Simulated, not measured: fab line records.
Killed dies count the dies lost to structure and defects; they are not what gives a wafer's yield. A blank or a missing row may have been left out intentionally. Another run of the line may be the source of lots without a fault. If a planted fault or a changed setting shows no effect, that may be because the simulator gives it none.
Matching of chambers || flow sky130 || 4 sister chambers for SKY_CONTACT_ETCH_17 on rie diel-03
The step etches SiO2 in C4F8/O2/Ar, stops on Si3N4, target depth 340 nm. 4 wafers are shown with their chamber, then 8 later ones without.

WAFERS, EACH WITH ITS CHAMBER
{"wafer": "L801.5", "chamber": 3, "chamber pressure mTorr (mTorr)": 40.08}
{"wafer": "L805.3", "chamber": 0, "chamber pressure mTorr (mTorr)": 40.01}
{"wafer": "L805.5", "chamber": 2, "chamber pressure mTorr (mTorr)": 39.93}
{"wafer": "L809.1", "chamber": 1, "chamber pressure mTorr (mTorr)": 40.06}

WAFERS WITH NO CHAMBER GIVEN
{"wafer": "L809.3", "chamber pressure mTorr (mTorr)": 40.02}
{"wafer": "L809.6", "chamber pressure mTorr (mTorr)": 39.99}
{"wafer": "L810.1", "chamber pressure mTorr (mTorr)": 40.08}
{"wafer": "L810.3", "chamber pressure mTorr (mTorr)": 39.98}
{"wafer": "L810.4", "chamber pressure mTorr (mTorr)": 40.01}
{"wafer": "L815.2", "chamber pressure mTorr (mTorr)": 40.04}
{"wafer": "L815.5", "chamber pressure mTorr (mTorr)": 40.02}
{"wafer": "L815.6", "chamber pressure mTorr (mTorr)": 40.10}

WHICH CHAMBER EACH ONE RAN IN
{"wafer": "L809.3", "from the rows above": "can't be placed: 0 or 1", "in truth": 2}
{"wafer": "L809.6", "from the rows above": 0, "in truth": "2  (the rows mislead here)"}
{"wafer": "L810.1", "from the rows above": "can't be placed: 3 or 1", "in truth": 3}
{"wafer": "L810.3", "from the rows above": "can't be placed: 0 or 2", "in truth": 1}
{"wafer": "L810.4", "from the rows above": 0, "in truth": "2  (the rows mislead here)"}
{"wafer": "L815.2", "from the rows above": "can't be placed: 1 or 0 or 3", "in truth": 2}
{"wafer": "L815.5", "from the rows above": "can't be placed: 0 or 1", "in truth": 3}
{"wafer": "L815.6", "from the rows above": "can't be placed: 3 or 1", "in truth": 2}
Correctly placed: 0 of 8. Not placeable from these rows: 6 (in 1, the candidates include the true chamber). Wrongly placed: 2.
How it was worked out, from the rows above alone: a wafer's distance from a chamber is the root of the sum, over the readings, of the square of ((its reading less the chamber's mean) divided by the reading's scatter). The wafer belongs to the nearest chamber; if the next one is less than 2 further off, it can't be placed. The mean given for a chamber averages the wafers shown for that chamber. The scatter (one wafer shown for each chamber): square how far every hidden wafer sits from the nearest shown wafer, average those squares and take the square root.
